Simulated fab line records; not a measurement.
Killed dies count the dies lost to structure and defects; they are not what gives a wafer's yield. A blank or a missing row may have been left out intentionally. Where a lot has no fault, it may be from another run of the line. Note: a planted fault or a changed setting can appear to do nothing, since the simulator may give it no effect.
The tool behind it: which one? | flow sky130 | 12 lots with 36 wafers sampled at 2 steps, on a route of 708 steps

WHAT THE GAUGES READ, wafer by wafer
SKY_METAL3_OVL_MEAS_14.
lot  | measured     | on         | METAL3_OVL (nm)
L077 | day 39 23:02 | overlay-01 | 4 -4 1
L076 | day 40 01:08 | overlay-02 | -12 -10 -11
L079 | day 40 04:35 | overlay-01 | 2 4 4
L081 | day 40 17:59 | overlay-02 | 4 0 2
L084 | day 41 15:08 | overlay-02 | 9 12 12
L085 | day 41 18:14 | overlay-01 | -2 0 7
L088 | day 43 08:16 | overlay-02 | 1 -6 -4
L090 | day 43 19:38 | overlay-01 | 6 6 4
L092 | day 44 02:22 | overlay-01 | -4 -5 -3
L093 | day 44 09:07 | overlay-02 | -4 -4 0
L095 | day 45 01:31 | overlay-02 | 7 9 2
L097 | day 45 12:11 | overlay-02 | -2 0 -6

WHAT TOOL EACH LOT RAN ON (gives the tool, then ch and the chambers of the sampled wafers, and finally the start)
lot  | SKY_CONTACT_CMP_27
L077 | cmp-02 ch 0,3, day 33 05:46
L076 | cmp-02 ch 0,1,2, day 33 07:06
L079 | cmp-01 ch 0,1,2, day 33 10:24
L081 | cmp-01 ch 0,2,3, day 34 00:56
L084 | cmp-01 ch 1,2, day 34 23:46
L085 | cmp-02 ch 0,1, day 35 04:19
L088 | cmp-02 ch 0,1,2, day 36 21:33
L090 | cmp-02 ch 0,1,3, day 37 08:44
L092 | cmp-01 ch 0,1,3, day 37 16:54
L093 | cmp-01 ch 1,2, day 38 02:28
L095 | cmp-02 ch 0,2, day 38 20:45
L097 | cmp-02 ch 0,1,3, day 39 05:54
- SKY_CONTACT_CMP_27: polishes, stops on SiO2, t overpolish 15 s, target thk 0 nm.

THE ANSWER, worked out from the rows above alone
Rule: the lots themselves supply what counts as usual. The widest of any qualifying gaps counts: lots, ordered by their means at a reading, are off when they make up no more than a third of the lots, leave a main group of 4 or more, and stand apart from it by 3 or more times the standard deviation of that group's means. A main group is skipped when, at the precision printed for the reading in the tables above, its means are all equal. A lot without any number at a reading at which 4 lots or more have one is off too. Any other lot the step has rows for is counted as sound.
No lot is off at any reading shown: from this, nothing can be told.

WHAT HAD BEEN PUT IN BY THE SIMULATOR
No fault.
